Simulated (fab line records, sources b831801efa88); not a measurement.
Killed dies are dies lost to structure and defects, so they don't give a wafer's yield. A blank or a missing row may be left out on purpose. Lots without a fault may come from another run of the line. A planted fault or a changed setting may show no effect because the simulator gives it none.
fab line records | flow sky130
record lots=5 wafers=15 last_day=50
route steps=708 shown METAL1@457 VIA1@458 PAD_OPEN@708
lots that met no fault: from a run of the same line without faults
start_h: hours from the record's first day to the start of the lot's first wafer shown | wait_h: hours since the lot's step before | " the same as in the row above | L1.1+2: a row that stands for several wafers | - no value, or no start given | * or withheld: withheld | < > ~ a bound
route shown NAME@n: a module of which the file shows steps, and the number in the route of the first | usual: mean/standard deviation of fault-free wafers | same: alike in all rows | chamber/n: place in a boat | sites: the reading at each site | _std_site: their standard deviation | _edge_site: outer sites' mean less inner sites' | radius_mm: how far each site lies from the wafer's centre | mask NAME#n: copy n | behind: the tool/chamber that last shaped the wafer | hold: why the lot was held/for how many hours/how that ended | device: the transistor (n, p or np) that didn't switch | end of line: the same wafers' tests at the end of the route | a step without rows: its recipe alone | killed: dies lost to structure and defects at the first sort, not the wafer's yield | map: a wafer's dies, x killed, . not, _ none there
set.NAME: the setting as run; set.NAME@STEP: as run at that earlier step | model.NAME: the simulator's own value behind a step, which no gauge read
lots at some steps of the route; a table a step, a row a wafer
services: from which hour (start_h, from the record's first day; less than 0 if before it) a tool's chamber was out of use, for how many hours, and why
## steps
# step SKY_METAL1_CLEAN_23
# recipe chemistry=O3/DIW dry=n2_spin
# step SKY_VIA1_HDPCVD_00
# recipe material=SiO2 target_thk_nm=1030 sigma_open_frac=0.3 time_s=171.7 temp_c=400 sih4_flow_sccm=60 pressure_mtorr=6
# step SKY_VIA1_THK_MEAS_01
# recipe reads=SiO2_of_VIA1_HDPCVD_00
# usual VIA1_HDPCVD_THK=1028/8.7
# columns lot.wafer tool chamber start_h wait_h VIA1_HDPCVD_THK[nm]
L810.1 film_metro-02 - 829.70 0.1 1032
L810.2 " - " " 1023
L810.4 " - " " 1027
L811.2 film_metro-02 - 830.06 0.1 1025
L811.4 " - " " 1022
L811.6 " - " " 1020
L814.2 film_metro-01 - 852.86 0.1 1022
L814.5 " - " " 1029
L814.6 " - " " 1019
L819.1 film_metro-02 - 891.68 0.1 1001
L819.5 " - " " 1002
L819.6 " - " " 1020
L825.2 film_metro-01 - 930.63 0.1 1027
L825.4 " - " " 1025
L825.5 " - " " 1031
# step SKY_VIA1_CMP_02
# recipe material=SiO2 down_force_psi=4 platen_rpm=60 pad_velocity_m_s=0.94248
# usual motor_current_A=11.4/0.97 slurry_flow_ml_min=150.0/0.5
# columns lot.wafer tool chamber start_h wait_h motor_current_A slurry_flow_ml_min
L810.2 cmp-01 2 829.76 0.0 12.4 149.8
L810.4 " 3 " " 12.7 149.7
L810.1 " 0 " " 11.6 149.9
L811.4 cmp-02 2 830.11 0.0 9.1 150.6
L811.2 " 0 " " 11.0 150.4
L811.6 " 3 " " 11.8 150.8
L814.2 cmp-01 2 853.06 0.2 12.7 149.8
L814.5 " 3 " " 12.9 149.7
L814.6 " 0 " " 12.4 150.5
L819.1 cmp-01 3 891.84 0.1 12.3 150.5
L819.6 " 1 " " 11.0 150.2
L819.5 " 2 " " 12.7 149.8
L825.4 cmp-02 1 930.68 0.0 11.0 149.9
L825.2 " 0 " " 10.4 148.7
L825.5 " 1 " " 11.5 149.8
# step SKY_VIA1_BOW_MEAS_03
# recipe mode=bow
# usual VIA1_BOW=80/7
# columns lot.wafer tool chamber start_h wait_h VIA1_BOW[um]
L810.1 film_metro-01 - 830.06 0.1 78
L810.2 " - " " 79
L810.4 " - " " 88
L811.2 film_metro-04 - 830.43 0.2 82
L811.4 " - " " 84
L811.6 " - " " 88
L814.2 film_metro-04 - 853.23 0.1 77
L814.5 " - " " 76
L814.6 " - " " 73
L819.1 film_metro-02 - 892.04 0.1 63
L819.5 " - " " 80
L819.6 " - " " 80
L825.2 film_metro-04 - 931.00 0.1 79
L825.4 " - " " 84
L825.5 " - " " 72
# step SKY_VIA1_DEHYDRATE_04
# recipe temp_c=200 time_s=60
# step SKY_VIA1_HMDS_05
# recipe prime_time_s=60 prime_temp_c=120
# step SKY_VIA1_COAT_06
# recipe resist=BARC temp_c=withheld time_s=withheld spin_rpm=3000 resist_thk_nm=60
# step SKY_VIA1_COAT_07
# recipe resist=KrF-thick spin_rpm=3000 resist_thk_nm=450
# step SKY_VIA1_SOFTBAKE_08
# recipe temp_c=100 time_s=90 resist=KrF-thick
# step SKY_VIA1_EXPOSE_09
# recipe mask_id=VIM na=0.8 source_shape=annular sigma_inner=0.55 sigma_outer=0.85 target_cd_nm=150 dose_mj=38
# step SKY_VIA1_PEB_10
# recipe peb_temp_c=withheld peb_time_s=withheld resist=KrF-thick
# step SKY_VIA1_DEVELOP_11
# recipe develop_time_s=60 resist=KrF-thick dev_temp_c=21
# columns lot.wafer tool chamber start_h wait_h
L810.1+2+4 litho_track-01 0 855 -
L811.2+4+6 litho_track-01 0 856 -
L814.2+5+6 litho_track-03 0 879 -
L819.1+5+6 litho_track-03 0 916 -
L825.2+4+5 litho_track-01 0 955 -
# step SKY_VIA1_CD_MEAS_12
# recipe target_cd_nm=150
# usual cd_nm=150.7/1.8
# columns lot.wafer tool chamber start_h wait_h cd_nm
L810.1 cd_sem-01 - 856.15 - 151.7
L810.2 " - " " 152.0
L810.4 " - " " 151.4
L811.2 cd_sem-01 - 856.52 - 148.4
L811.4 " - " " 148.3
L811.6 " - " " 147.9
L814.2 cd_sem-02 - 879.65 - 147.3
L814.5 " - " " 148.3
L814.6 " - " " 148.4
L819.1 cd_sem-02 - 917.08 - 147.7
L819.5 " - " " 149.8
L819.6 " - " " 148.4
L825.2 cd_sem-02 - 955.42 - 150.9
L825.4 " - " " 153.2
L825.5 " - " " 151.5
# step SKY_VIA1_OVL_MEAS_13
# usual VIA1_OVL=-2/5.6
# columns lot.wafer tool chamber start_h wait_h VIA1_OVL[nm]
L810.1 overlay-02 - 856.27 0.1 1
L810.2 " - " " 6
L810.4 " - " " 6
L811.2 overlay-01 - 856.62 0.1 -5
L811.4 " - " " -6
L811.6 " - " " 1
L814.2 overlay-01 - 879.76 0.1 6
L814.5 " - " " -5
L814.6 " - " " 6
L819.1 overlay-01 - 917.20 0.1 -7
L819.5 " - " " 4
L819.6 " - " " 7
L825.2 overlay-01 - 955.52 0.1 -1
L825.4 " - " " 5
L825.5 " - " " -1
# step SKY_VIA1_ETCH_14
# recipe chemistry=N2/H2 target=BARC ion_energy_ev=200 source_w=500 bias_w=100 pressure_mtorr=30 n2_flow_sccm=100 h2_flow_sccm=200 stop_on=SiO2 time_s=45.9 target_depth_a=600
# usual drypump_motor_current_A=5.88/0.3 oes_product_au=0.854/0.005 throttle_valve_pct=13.225/0.0085
# columns lot.wafer tool chamber start_h wait_h drypump_motor_current_A oes_product_au rf_hours_counter_h throttle_valve_pct model.VIA1.cd_nm
L810.1 rie_diel-04 0 856.30 0.0 6.17 0.858 1 13.221 150.8
L810.2 " 3 " " 5.64 0.855 8 13.237 151.6
L810.4 " 2 " " 5.35 0.858 18 13.236 149.7
L811.2 rie_diel-01 0 856.65 0.0 5.62 0.853 12 13.225 148.8
L811.4 " 1 " " 6.21 0.854 - 13.235 148.7
L811.6 " 0 " " 5.63 0.854 - 13.223 148.3
L814.2 rie_diel-01 2 879.79 0.0 5.94 0.857 8 13.213 148.5
L814.5 " 3 " " 6.00 0.855 - 13.234 148.2
L814.6 " 2 " " 5.96 0.857 - 13.229 149.3
L819.1 rie_diel-01 2 917.24 0.0 5.94 0.854 9 13.219 146.8
L819.5 " 1 " " 6.22 0.846 - 13.209 150.1
L819.6 " 2 " " 5.92 0.852 - 13.239 148.6
L825.2 rie_diel-04 3 955.55 0.0 5.64 0.845 10 13.217 151.1
L825.4 " 2 " " 5.37 0.851 21 13.231 153
L825.5 " 1 " " 6.17 0.854 - 13.225 153
# step SKY_VIA1_ETCH_15
# recipe target=SiO2 chemistry=C4F8/O2/Ar target_depth_nm=351 stop_on=TiN mask_material=KrF-thick source_w=1500 bias_w=1200 pressure_mtorr=40 c4f8_flow_sccm=withheld O2_flow_sccm=6 Ar_flow_sccm=300 time_s=54
# usual oes_product_au=0.982/0.0054
# columns lot.wafer tool chamber start_h wait_h oes_product_au rf_hours_counter_h
L810.1 rie_diel-04 0 856.34 0.0 0.984 1
L810.2 " 3 " " 0.978 8
L810.4 " 2 " " 0.986 18
L811.2 rie_diel-01 0 856.69 0.0 0.986 12
L811.4 " 1 " " 0.984 -
L811.6 " 0 " " 0.989 -
L814.2 rie_diel-01 2 879.83 0.0 0.984 8
L814.5 " 3 " " 0.982 -
L814.6 " 2 " " 0.990 -
L819.1 rie_diel-01 2 917.28 0.0 0.987 9
L819.5 " 1 " " 0.976 -
L819.6 " 2 " " 0.980 -
L825.2 rie_diel-04 3 955.60 0.0 0.990 10
L825.4 " 2 " " 0.994 21
L825.5 " 1 " " 0.985 -
# step SKY_PAD_OPEN_PROBE_99
# usual defect_limited_yield=82.2/1.9 killed_at_M0_to_M3=44/6.9 killed_at_M4_up=3.3/1.8 killed_at_contacts=24/5 killed_at_front_end=16/4.6 killed_at_other=0.2/0.42 killed_dies=88/9.2 killed_on_rim=17/3.5 killed_open=48/7.3 killed_short=40/6.5 sort_bin_3_pad_short=0.9/0.43 sort_bin_5_function=10.6/1.5 sort_bin_6_memory=6.4/1.1 sort_n_pass=404/9.2 sort_yield_pct=82.2/1.9
# same gross_dies=492 killed_at_back_side=0 sort_bin_4_leakage[%]=0 sort_bin_8_speed[%]=0
# columns lot.wafer tool chamber start_h wait_h defect_limited_yield[%] killed_at_M0_to_M3 killed_at_M4_up killed_at_contacts killed_at_front_end killed_at_other killed_dies killed_on_rim killed_open killed_short sort_bin_3_pad_short[%] sort_bin_5_function[%] sort_bin_6_memory[%] sort_n_pass sort_yield_pct[%]
L811.2 prober-01 - 1128.77 0.1 84.3 39 3 24 11 0 77 16 46 30 0.2 7.9 7.5 415 84.3
L811.4 prober-01 - 1128.87 0.2 81.5 45 2 24 20 0 91 18 50 39 1.2 9.8 7.5 401 81.5
L811.6 prober-01 - 1128.97 0.2 85.4 37 1 19 15 0 72 19 37 35 0 9.6 5.1 420 85.4
L814.2 prober-02 - 1141.67 0.1 81.7 39 4 31 16 0 90 16 56 34 1.0 10.8 6.5 402 81.7
L814.5 prober-02 - 1141.82 0.2 82.1 51 2 25 10 0 88 17 54 34 0.4 11.4 6.1 404 82.1
L814.6 prober-02 - 1141.87 0.2 84.1 42 2 22 12 0 78 11 47 31 0.8 9.3 5.7 414 84.1
L819.5 prober-01 - 1170.37 0.2 81.5 53 4 25 8 1 91 15 46 44 0.6 9.3 8.5 401 81.5
# killed by level:class
L811.2 VIA1:geometric_particle:open=10 CONTACT:geometric_particle:open=9 VIA2:geometric_particle:open=6 LI_CONTACT:geometric_particle:open=5 CONTACT:geometric_particle:short=5 FIELD_ISO:geometric_particle:short=4 METAL2:geometric_particle:short=4 VIA3:geometric_particle:open=4
L811.4 CONTACT:geometric_particle:open=12 METAL1:geometric_particle:short=8 METAL2:geometric_particle:short=8 VIA2:geometric_particle:open=6 LI_CONTACT:geometric_particle:open=6 VIA3:geometric_particle:open=6 FIELD_ISO:geometric_particle:open=5 POLY_GATE:geometric_particle:open=5
L811.6 VIA1:geometric_particle:open=10 FIELD_ISO:geometric_particle:short=7 CONTACT:geometric_particle:open=7 LI_CONTACT:geometric_particle:open=5 LOCAL_INTERCONNECT:geometric_particle:short=5 METAL1:geometric_particle:short=5 VIA2:geometric_particle:open=5 VIA3:geometric_particle:open=4
L814.2 CONTACT:geometric_particle:open=12 VIA1:geometric_particle:open=11 FIELD_ISO:geometric_particle:open=7 LI_CONTACT:geometric_particle:open=6 LOCAL_INTERCONNECT:geometric_particle:short=5 VIA3:geometric_particle:open=5 VIA1:geometric_particle:short=5 VIA2:geometric_particle:open=5
L814.5 CONTACT:geometric_particle:open=12 VIA1:geometric_particle:open=12 VIA3:geometric_particle:open=10 METAL2:geometric_particle:short=8 METAL1:geometric_particle:short=6 LI_CONTACT:geometric_particle:open=5 VIA2:geometric_particle:short=5 VIA2:geometric_particle:open=5
L814.6 VIA1:geometric_particle:open=13 CONTACT:geometric_particle:open=11 METAL2:geometric_particle:short=5 VIA2:geometric_particle:open=5 VIA3:geometric_particle:open=5 LI_CONTACT:geometric_particle:open=4 VIA1:geometric_particle:short=4 POLY_GATE:geometric_particle:open=3
L819.5 CONTACT:geometric_particle:open=13 METAL2:geometric_particle:short=10 VIA1:geometric_particle:open=10 VIA3:geometric_particle:open=8 LI_CONTACT:geometric_particle:open=5 VIA2:geometric_particle:open=5 VIA3:geometric_particle:short=5 CONTACT:geometric_particle:short=4
## services
# columns tool chamber start_h hours kind
rie_diel-04 - 807.14 4.0 pm
rie_diel-01 2 822.98 55.5 repair
cmp-01 - 880.53 0.4 repair
cmp-02 - 883.50 0.4 repair
rie_diel-01 - 887.10 0.4 repair
cmp-01 - 912.16 4.0 pm
cmp-01 - 916.16 - consumable_replace:conditioner
cmp-01 - 916.16 - consumable_replace:pad
## key
first_sign none at tools or gauges
model_effect step=SKY_VIA1_ETCH_14 value=VIA1.cd_nm without=152.5 struck=148.5
met_at SKY_VIA1_DEVELOP_11
struck_wafers L819.1,L819.5,L819.6
loop_trim step=SKY_VIA1_EXPOSE_09 setting=dose lots=L819
onset_between 879 916
also_fits SKY_VIA1_CMP_02:cmp-01,SKY_VIA1_ETCH_14:rie_diel-01
fault kind=process_parameter_drift tool=litho_track-03 chamber=- onset_h=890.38 steps=SKY_VIA1_DEVELOP_11 channel=develop_time_s offset=* shape=step end_h=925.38 acts_in=* stated=*
# loop_trim: a control loop set the setting to another value than it would have without faults
